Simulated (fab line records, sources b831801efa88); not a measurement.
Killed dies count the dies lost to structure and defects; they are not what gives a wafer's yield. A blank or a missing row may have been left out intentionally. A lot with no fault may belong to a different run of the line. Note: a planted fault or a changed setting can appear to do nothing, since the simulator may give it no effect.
fab line records -- flow sky130
[record] lots = 13, wafers = 39, lastDay = 50
route steps=708 shown POLY_GATE@218 LDD_N@254 LDD_HVP@286 SPACER@305 PAD_OPEN@708
lots that met no fault: from a run of the same line without faults
startH: start of the lot's first displayed wafer, in hours after the record's first day -- waitH: how many hours have passed since the lot's step before this one -- " same as the row above -- L1.1+2: a row that stands for several wafers -- - value missing, or start not given -- * or withheld: withheld -- < > ~ a bound
route shown NAME@n: a module of which the file shows steps, and the number in the route of the first -- usual: the fault-free wafers' mean and standard deviation -- same: alike in all rows -- chamber/n: place in a boat -- sites: the reading at each site -- _std_site: standard deviation of those values -- _edge_site: inner sites' mean taken away from outer sites' mean -- radiusMm: how far each site lies from the wafer's centre -- mask NAME#n: copy n -- behind: the tool/chamber that last shaped the wafer -- hold: the reason the lot was held/the length of the hold in hours/how it ended -- device: the transistor (n, p or np) that didn't switch -- end of line: tests of these same wafers at the route's end -- a step given without rows: its recipe and nothing more -- killed: not the wafer's yield, but the dies lost to structure and defects at the first sort -- map: dies across one wafer; x = killed, . = not, _ = none there
set.NAME: the setting as run; set.NAME@STEP: as run at that earlier step -- model.NAME: the simulator's own value behind a step, which no gauge read
route steps across a sampled set of lots; one table per step, one row per wafer
services: from which hour (startH, from the record's first day; less than 0 if before it) a tool's chamber was out of use, for how many hours, and why
[[steps]]
[step SKY_POLY_GATE_THK_MEAS_04]
[recipe] reads = Si3N4_of_POLY_GATE_CVD_03
[usual] POLY_GATE_CVD_03_THK = 74.9/0.7
lot.wafer,tool,chamber,startH,waitH,POLY_GATE_CVD_03_THK[nm]
L611.2,filmMetro-04,-,357.72,0.0,73.2
L611.4,filmMetro-04,-,357.72,0.0,73.2
L611.6,filmMetro-04,-,357.72,0.0,72.7
L612.1,filmMetro-04,-,364.84,0.0,74.3
L612.4,filmMetro-04,-,364.84,0.0,75.3
L612.6,filmMetro-04,-,364.84,0.0,75.0
L613.2,filmMetro-01,-,376.67,0.0,74.8
L613.3,filmMetro-01,-,376.67,0.0,75.2
L613.6,filmMetro-01,-,376.67,0.0,74.8
L614.1,filmMetro-02,-,391.17,0.0,75.2
L614.2,filmMetro-02,-,391.17,0.0,75.2
L614.6,filmMetro-02,-,391.17,0.0,75.2
L619.1,filmMetro-01,-,429.00,0.0,75.3
L619.4,filmMetro-01,-,429.00,0.0,75.7
L619.6,filmMetro-01,-,429.00,0.0,75.1
L621.1,filmMetro-04,-,451.86,0.0,74.0
L621.3,filmMetro-04,-,451.86,0.0,74.4
L621.4,filmMetro-04,-,451.86,0.0,74.1
L625.1,filmMetro-04,-,479.54,0.0,75.0
L625.2,filmMetro-04,-,479.54,0.0,74.9
L625.3,filmMetro-04,-,479.54,0.0,74.4
L627.1,filmMetro-01,-,499.66,0.0,75.5
L627.3,filmMetro-01,-,499.66,0.0,75.5
L627.4,filmMetro-01,-,499.66,0.0,75.8
L628.1,filmMetro-04,-,510.93,0.0,74.7
L628.3,filmMetro-04,-,510.93,0.0,74.1
L628.6,filmMetro-04,-,510.93,0.0,75.2
L629.1,filmMetro-01,-,516.78,0.0,73.5
L629.3,filmMetro-01,-,516.78,0.0,73.7
L629.6,filmMetro-01,-,516.78,0.0,74.0
L630.1,filmMetro-04,-,527.34,0.0,74.6
L630.4,filmMetro-04,-,527.34,0.0,75.0
L630.5,filmMetro-04,-,527.34,0.0,74.7
L631.1,filmMetro-02,-,533.20,0.0,74.7
L631.2,filmMetro-02,-,533.20,0.0,74.3
L631.3,filmMetro-02,-,533.20,0.0,74.8
L632.2,filmMetro-01,-,542.92,0.0,74.8
L632.4,filmMetro-01,-,542.92,0.0,75.0
L632.6,filmMetro-01,-,542.92,0.0,74.9
[step SKY_LDD_N_TW_MEAS_17]
[usual] LDD_N_TW = 2592/13
lot.wafer,tool,chamber,startH,waitH,LDD_N_TW
L611.2,filmMetro-02,-,419.39,0.1,2594
L611.4,filmMetro-02,-,419.39,0.1,2576
L611.6,filmMetro-02,-,419.39,0.1,2589
L612.1,filmMetro-04,-,429.48,0.1,2575
L612.4,filmMetro-04,-,429.48,0.1,2580
L612.6,filmMetro-04,-,429.48,0.1,2586
L613.2,filmMetro-03,-,441.09,0.1,2606
L613.3,filmMetro-03,-,441.09,0.1,2625
L613.6,filmMetro-03,-,441.09,0.1,2612
L614.1,filmMetro-03,-,456.19,0.1,2605
L614.2,filmMetro-03,-,456.19,0.1,2608
L614.6,filmMetro-03,-,456.19,0.1,2593
L619.1,filmMetro-03,-,495.23,0.1,2624
L619.4,filmMetro-03,-,495.23,0.1,2612
L619.6,filmMetro-03,-,495.23,0.1,2612
L621.1,filmMetro-04,-,514.99,0.1,2588
L621.3,filmMetro-04,-,514.99,0.1,2585
L621.4,filmMetro-04,-,514.99,0.1,2582
L625.1,filmMetro-02,-,544.99,0.1,2577
L625.2,filmMetro-02,-,544.99,0.1,2592
L625.3,filmMetro-02,-,544.99,0.1,2577
L627.1,filmMetro-04,-,562.23,0.1,2570
L627.3,filmMetro-04,-,562.23,0.1,2573
L627.4,filmMetro-04,-,562.23,0.1,2581
L628.1,filmMetro-04,-,573.28,0.1,2571
L628.3,filmMetro-04,-,573.28,0.1,2574
L628.6,filmMetro-04,-,573.28,0.1,2564
L629.1,filmMetro-02,-,578.58,0.1,2590
L629.3,filmMetro-02,-,578.58,0.1,2580
L629.6,filmMetro-02,-,578.58,0.1,2586
L630.1,filmMetro-04,-,589.92,0.1,2597
L630.4,filmMetro-04,-,589.92,0.1,2599
L630.5,filmMetro-04,-,589.92,0.1,2605
L631.1,filmMetro-04,-,596.88,0.1,2607
L631.2,filmMetro-04,-,596.88,0.1,2605
L631.3,filmMetro-04,-,596.88,0.1,2597
L632.2,filmMetro-03,-,606.09,0.1,2593
L632.4,filmMetro-03,-,606.09,0.1,2604
L632.6,filmMetro-03,-,606.09,0.1,2606
[step SKY_LDD_HVP_IMPLANT_08]
[recipe] species = B, energyKev = 20, doseCm2 = 1.7e+13, tiltDeg = 17.9
[usual] doseIonsCm2 = 1.6999e+13/1.7e+10, faradayCurrentUA = 96.0/1.8
lot.wafer,tool,chamber,startH,waitH,doseIonsCm2,faradayCurrentUA
L611.2,implanter-02,0,511.46,0.0,1.6984e+13,95.1
L611.4,implanter-02,0,511.46,0.0,1.6997e+13,96.9
L611.6,implanter-02,0,511.46,0.0,1.7004e+13,96.3
L612.1,implanter-02,0,521.18,0.0,1.7003e+13,95.8
L612.4,implanter-02,0,521.18,0.0,1.7019e+13,96.5
L612.6,implanter-02,0,521.18,0.0,1.6993e+13,99.3
L613.2,implanter-03,0,532.95,0.0,1.7007e+13,94.8
L613.3,implanter-03,0,532.95,0.0,1.6994e+13,96.1
L613.6,implanter-03,0,532.95,0.0,1.7001e+13,94.5
L614.1,implanter-03,0,547.36,0.0,1.7015e+13,96.5
L614.2,implanter-03,0,547.36,0.0,1.7013e+13,96.5
L614.6,implanter-03,0,547.36,0.0,1.7022e+13,96.1
L619.1,implanter-03,0,585.59,0.0,7.832e+12,42.8
L619.4,implanter-03,0,585.59,0.0,7.84e+12,43.7
L619.6,implanter-03,0,585.59,0.0,7.855e+12,44.2
L621.1,implanter-03,0,603.86,0.0,7.877e+12,44.5
L621.3,implanter-03,0,603.86,0.0,7.835e+12,43.7
L621.4,implanter-03,0,603.86,0.0,7.888e+12,43.7
L625.1,implanter-01,0,633.16,0.0,1.6985e+13,96.3
L625.2,implanter-01,0,633.16,0.0,1.6984e+13,98.8
L625.3,implanter-01,0,633.16,0.0,1.7032e+13,95.2
L627.1,implanter-02,0,649.21,0.0,1.7017e+13,95.6
L627.3,implanter-02,0,649.21,0.0,1.7016e+13,96.9
L627.4,implanter-02,0,649.21,0.0,1.7047e+13,95.3
L628.1,implanter-03,0,659.74,0.0,1.7001e+13,97.1
L628.3,implanter-03,0,659.74,0.0,1.6982e+13,95.1
L628.6,implanter-03,0,659.74,0.0,1.6993e+13,92.8
L629.1,implanter-02,0,664.74,0.0,1.6992e+13,95.0
L629.3,implanter-02,0,664.74,0.0,1.7015e+13,95.6
L629.6,implanter-02,0,664.74,0.0,1.6989e+13,96.4
L630.1,implanter-02,0,676.19,0.0,1.7002e+13,95.3
L630.4,implanter-02,0,676.19,0.0,1.7007e+13,94.6
L630.5,implanter-02,0,676.19,0.0,1.7001e+13,94.6
L631.1,implanter-03,0,683.13,0.0,1.7006e+13,93.3
L631.2,implanter-03,0,683.13,0.0,1.6967e+13,95.8
L631.3,implanter-03,0,683.13,0.0,1.6968e+13,95.4
L632.2,implanter-01,0,691.80,0.0,1.6989e+13,98.0
L632.4,implanter-01,0,691.80,0.0,1.6994e+13,94.5
L632.6,implanter-01,0,691.80,0.0,1.7005e+13,97.3
[step SKY_LDD_HVP_TW_MEAS_10]
[usual] LDD_HVP_TW = 458.4/2
lot.wafer,tool,chamber,startH,waitH,LDD_HVP_TW
L611.2,filmMetro-04,-,511.70,0.1,455.9
L611.4,filmMetro-04,-,511.70,0.1,456.0
L611.6,filmMetro-04,-,511.70,0.1,457.0
L612.1,filmMetro-01,-,521.43,0.1,457.3
L612.4,filmMetro-01,-,521.43,0.1,456.9
L612.6,filmMetro-01,-,521.43,0.1,456.6
L613.2,filmMetro-04,-,533.19,0.1,457.3
L613.3,filmMetro-04,-,533.19,0.1,457.4
L613.6,filmMetro-04,-,533.19,0.1,455.8
L614.1,filmMetro-03,-,547.61,0.1,458.9
L614.2,filmMetro-03,-,547.61,0.1,458.0
L614.6,filmMetro-03,-,547.61,0.1,454.2
L619.1,filmMetro-04,-,585.84,0.1,363.6
L619.4,filmMetro-04,-,585.84,0.1,362.4
L619.6,filmMetro-04,-,585.84,0.1,365.6
L621.1,filmMetro-03,-,604.11,0.1,362.9
L621.3,filmMetro-03,-,604.11,0.1,365.4
L621.4,filmMetro-03,-,604.11,0.1,364.7
L625.1,filmMetro-03,-,633.41,0.1,458.5
L625.2,filmMetro-03,-,633.41,0.1,459.4
L625.3,filmMetro-03,-,633.41,0.1,460.0
L627.1,filmMetro-03,-,649.46,0.1,453.8
L627.3,filmMetro-03,-,649.46,0.1,458.0
L627.4,filmMetro-03,-,649.46,0.1,455.9
L628.1,filmMetro-03,-,659.99,0.1,457.2
L628.3,filmMetro-03,-,659.99,0.1,456.8
L628.6,filmMetro-03,-,659.99,0.1,458.4
L629.1,filmMetro-04,-,664.99,0.1,459.7
L629.3,filmMetro-04,-,664.99,0.1,458.9
L629.6,filmMetro-04,-,664.99,0.1,460.5
L630.1,filmMetro-04,-,676.44,0.1,456.5
L630.4,filmMetro-04,-,676.44,0.1,458.1
L630.5,filmMetro-04,-,676.44,0.1,457.2
L631.1,filmMetro-01,-,683.38,0.1,461.3
L631.2,filmMetro-01,-,683.38,0.1,459.4
L631.3,filmMetro-01,-,683.38,0.1,460.4
L632.2,filmMetro-01,-,692.04,0.1,461.5
L632.4,filmMetro-01,-,692.04,0.1,460.5
L632.6,filmMetro-01,-,692.04,0.1,460.9
[step SKY_SPACER_THK_MEAS_01]
[recipe] reads = Si3N4_of_SPACER_CVD_00
[usual] SPACER_CVD_00_THK = 43.2/0.46
lot.wafer,tool,chamber,startH,waitH,SPACER_CVD_00_THK[nm]
L611.2,filmMetro-02,-,544.13,0.0,43.2
L611.4,filmMetro-02,-,544.13,0.0,43.4
L611.6,filmMetro-02,-,544.13,0.0,43.6
L612.1,filmMetro-03,-,553.75,0.0,43.2
L612.4,filmMetro-03,-,553.75,0.0,43.1
L612.6,filmMetro-03,-,553.75,0.0,43.1
L613.2,filmMetro-03,-,565.13,0.0,42.4
L613.3,filmMetro-03,-,565.13,0.0,42.3
L613.6,filmMetro-03,-,565.13,0.0,42.8
L614.1,filmMetro-03,-,580.85,0.0,42.4
L614.2,filmMetro-03,-,580.85,0.0,42.4
L614.6,filmMetro-03,-,580.85,0.0,42.9
L619.1,filmMetro-03,-,616.70,0.0,44.3
L619.4,filmMetro-03,-,616.70,0.0,44.4
L619.6,filmMetro-03,-,616.70,0.0,44.3
L621.1,filmMetro-03,-,634.91,0.0,42.9
L621.3,filmMetro-03,-,634.91,0.0,42.9
L621.4,filmMetro-03,-,634.91,0.0,43.0
L625.1,filmMetro-03,-,663.95,0.0,43.6
L625.2,filmMetro-03,-,663.95,0.0,43.8
L625.3,filmMetro-03,-,663.95,0.0,43.6
L627.1,filmMetro-01,-,679.90,0.0,43.3
L627.3,filmMetro-01,-,679.90,0.0,43.6
L627.4,filmMetro-01,-,679.90,0.0,43.0
L628.1,filmMetro-01,-,690.90,0.0,43.3
L628.3,filmMetro-01,-,690.90,0.0,43.5
L628.6,filmMetro-01,-,690.90,0.0,43.6
L629.1,filmMetro-03,-,696.48,0.0,43.3
L629.3,filmMetro-03,-,696.48,0.0,43.0
L629.6,filmMetro-03,-,696.48,0.0,43.2
L630.1,filmMetro-02,-,706.21,0.0,43.9
L630.4,filmMetro-02,-,706.21,0.0,43.5
L630.5,filmMetro-02,-,706.21,0.0,43.9
L631.1,filmMetro-03,-,713.75,0.0,43.3
L631.2,filmMetro-03,-,713.75,0.0,43.2
L631.3,filmMetro-03,-,713.75,0.0,43.3
L632.2,filmMetro-03,-,721.61,0.0,43.4
L632.4,filmMetro-03,-,721.61,0.0,43.2
L632.6,filmMetro-03,-,721.61,0.0,42.9
[step SKY_PAD_OPEN_PROBE_99]
[usual] killed_at_M0_to_M3 = 43/6.5, killed_at_M4_up = 3.2/1.8, killedAtContacts = 24/5.2, killedAtFrontEnd = 15/4, killedAtOther = 0.4/0.69, killedDies = 86/8.7, killedOpen = 47/7, killedShort = 39/5.7
[same] grossDies = 492, killedAtBackSide = 0
lot.wafer,tool,chamber,startH,waitH,killed_at_M0_to_M3,killed_at_M4_up,killedAtContacts,killedAtFrontEnd,killedAtOther,killedDies,killedOpen,killedShort
L611.2,prober-02,-,1086.07,0.1,55,2,25,15,0,97,44,53
L611.4,prober-02,-,1086.17,0.2,41,5,23,12,0,81,49,32
L611.6,prober-02,-,1086.27,0.2,39,3,24,14,0,80,51,29
L612.1,prober-01,-,1093.12,0.1,38,5,24,13,0,80,41,38
L612.4,prober-01,-,1093.27,0.2,40,2,22,21,0,85,46,38
L612.6,prober-01,-,1093.37,0.2,35,2,24,17,0,78,50,26
L613.2,prober-02,-,1100.05,0.1,64,4,16,20,0,104,58,46
L613.3,prober-02,-,1100.10,0.2,44,3,24,12,0,83,50,33
L613.6,prober-02,-,1100.25,0.2,43,3,22,9,0,77,52,25
L614.1,prober-01,-,1112.51,0.1,43,2,24,14,1,84,50,33
L614.2,prober-01,-,1112.56,0.1,46,3,19,6,0,74,41,33
L614.6,prober-01,-,1112.76,0.2,37,4,23,12,2,78,38,40
L621.1,prober-02,-,1146.27,0.1,46,5,26,9,0,86,47,38
L621.3,prober-02,-,1146.37,0.2,44,3,23,9,0,79,49,29
L621.4,prober-02,-,1146.42,0.2,47,3,24,16,0,90,48,42
// killed by level:class
L611.2 CONTACT:geometricParticle:open=9 VIA1:geometricParticle:short=8 VIA1:geometricParticle:open=8 METAL1:geometricParticle:short=7 VIA2:geometricParticle:short=7 METAL2:geometricParticle:short=6 VIA2:geometricParticle:open=5 LI_CONTACT:geometricParticle:open=5
L611.4 CONTACT:geometricParticle:open=11 VIA1:geometricParticle:open=9 VIA3:geometricParticle:open=7 LI_CONTACT:geometricParticle:open=6 VIA2:geometricParticle:open=6 METAL1:geometricParticle:short=6 VIA1:geometricParticle:short=5 FIELD_ISO:geometricParticle:open=4
L611.6 VIA1:geometricParticle:open=13 CONTACT:geometricParticle:open=8 VIA2:geometricParticle:open=7 LI_CONTACT:geometricParticle:open=6 VIA3:geometricParticle:open=6 CONTACT:geometricParticle:short=5 LOCAL_INTERCONNECT:geometricParticle:short=4 FIELD_ISO:geometricParticle:short=3
L612.1 VIA1:geometricParticle:open=11 CONTACT:geometricParticle:open=8 FIELD_ISO:geometricParticle:short=7 LI_CONTACT:geometricParticle:open=5 LOCAL_INTERCONNECT:geometricParticle:short=5 METAL1:geometricParticle:short=5 METAL2:geometricParticle:short=5 METAL1:geometricParticle:open=4
L612.4 VIA1:geometricParticle:open=13 CONTACT:geometricParticle:open=8 POLY_GATE:geometricParticle:short=7 VIA3:geometricParticle:open=7 LI_CONTACT:geometricParticle:open=6 FIELD_ISO:geometricParticle:short=4 POLY_GATE:geometricParticle:open=4 CONTACT:geometricParticle:short=4
L612.6 VIA1:geometricParticle:open=14 LI_CONTACT:geometricParticle:open=8 FIELD_ISO:geometricParticle:open=7 LI_CONTACT:geometricParticle:short=6 METAL2:geometricParticle:short=5 CONTACT:geometricParticle:open=5 VIA3:geometricParticle:open=4 VIA2:geometricParticle:open=4
L613.2 VIA1:geometricParticle:open=11 VIA2:geometricParticle:open=11 VIA3:geometricParticle:open=8 VIA1:geometricParticle:short=8 CONTACT:geometricParticle:open=7 FIELD_ISO:geometricParticle:short=6 METAL1:geometricParticle:short=6 FIELD_ISO:geometricParticle:open=5
L613.3 VIA1:geometricParticle:open=10 VIA2:geometricParticle:open=8 CONTACT:geometricParticle:open=8 METAL2:geometricParticle:short=8 LI_CONTACT:geometricParticle:open=7 CONTACT:geometricParticle:short=4 METAL2:geometricParticle:open=4 VIA3:geometricParticle:open=4
L613.6 CONTACT:geometricParticle:open=12 VIA3:geometricParticle:open=10 VIA2:geometricParticle:open=9 VIA1:geometricParticle:open=5 LI_CONTACT:geometricParticle:open=4 LOCAL_INTERCONNECT:geometricParticle:short=4 METAL2:geometricParticle:short=4 METAL1:geometricParticle:short=3
L614.1 CONTACT:geometricParticle:open=12 VIA1:geometricParticle:open=12 POLY_GATE:geometricParticle:open=6 VIA1:geometricParticle:short=6 LI_CONTACT:geometricParticle:open=5 CONTACT:geometricParticle:short=5 METAL3:geometricParticle:short=4 VIA3:geometricParticle:open=4
L614.2 VIA1:geometricParticle:open=14 CONTACT:geometricParticle:open=8 METAL2:geometricParticle:short=7 VIA1:geometricParticle:short=5 METAL1:geometricParticle:short=5 VIA2:geometricParticle:open=5 POLY_GATE:geometricParticle:open=4 LI_CONTACT:geometricParticle:open=4
L614.6 CONTACT:geometricParticle:open=9 LI_CONTACT:geometricParticle:open=7 VIA1:geometricParticle:open=7 METAL2:geometricParticle:short=6 VIA2:geometricParticle:open=5 VIA1:geometricParticle:short=5 METAL3:geometricParticle:short=5 CONTACT:geometricParticle:short=4
L621.1 VIA1:geometricParticle:open=12 CONTACT:geometricParticle:open=11 VIA3:geometricParticle:open=7 METAL2:geometricParticle:short=6 LOCAL_INTERCONNECT:geometricParticle:short=5 CONTACT:geometricParticle:short=5 METAL1:geometricParticle:short=5 VIA1:geometricParticle:short=5
L621.3 LI_CONTACT:geometricParticle:open=13 VIA1:geometricParticle:open=9 VIA2:geometricParticle:open=8 METAL1:geometricParticle:short=5 METAL2:geometricParticle:short=5 POLY_GATE:geometricParticle:open=4 CONTACT:geometricParticle:open=4 VIA1:geometricParticle:short=4
L621.4 VIA1:geometricParticle:open=11 LI_CONTACT:geometricParticle:open=8 VIA3:geometricParticle:open=8 METAL1:geometricParticle:short=7 VIA2:geometricParticle:open=6 CONTACT:geometricParticle:open=6 POLY_GATE:geometricParticle:short=5 LOCAL_INTERCONNECT:geometricParticle:short=5
[[services]]
tool,chamber,startH,hours,kind
implanter-01,-,548.85,29.1,pm
implanter-02,-,590.91,0.7,repair
implanter-03,-,615.19,15.5,pm
implanter-03,-,642.74,3.4,repair
implanter-01,-,644.54,2.3,pm
[[key]]
[firstSign] step = SKY_LDD_HVP_IMPLANT_08, reading = doseIonsCm2, direction = down, sigmas = 99+, usual = *, struck = *
[effect] step = SKY_LDD_HVP_IMPLANT_08, reading = faradayCurrentUA, direction = down, sigmas = 28, usual = 96.0, struck = 43.8
[effect] step = SKY_LDD_HVP_TW_MEAS_10, reading = LDD_HVP_TW, direction = down, sigmas = 47, usual = 458.4, struck = 364.1
metAt SKY_LDD_HVP_IMPLANT_08
struckLots L619,L621
testerLeftOut L619,L621
notActingAt SKY_POLY_GATE_THK_MEAS_04,SKY_LDD_N_TW_MEAS_17,SKY_SPACER_THK_MEAS_01
onsetBetween 547.36 585.59
[fault] kind = processParameterDrift, tool = implanter-03, chamber = -, onsetH = 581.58, steps = SKY_LDD_HVP_IMPLANT_08, channel = doseCm2, offset = *, shape = step, endH = 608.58, actsIn = *, stated = *
// testerLeftOut: of these lots the tester's yield and bins aren't shown, on N5 and GAA mostly nor the transistor test; their killed dies are dies lost to structure and defects alone, not to doping, threshold or leakage, so they don't give the yield
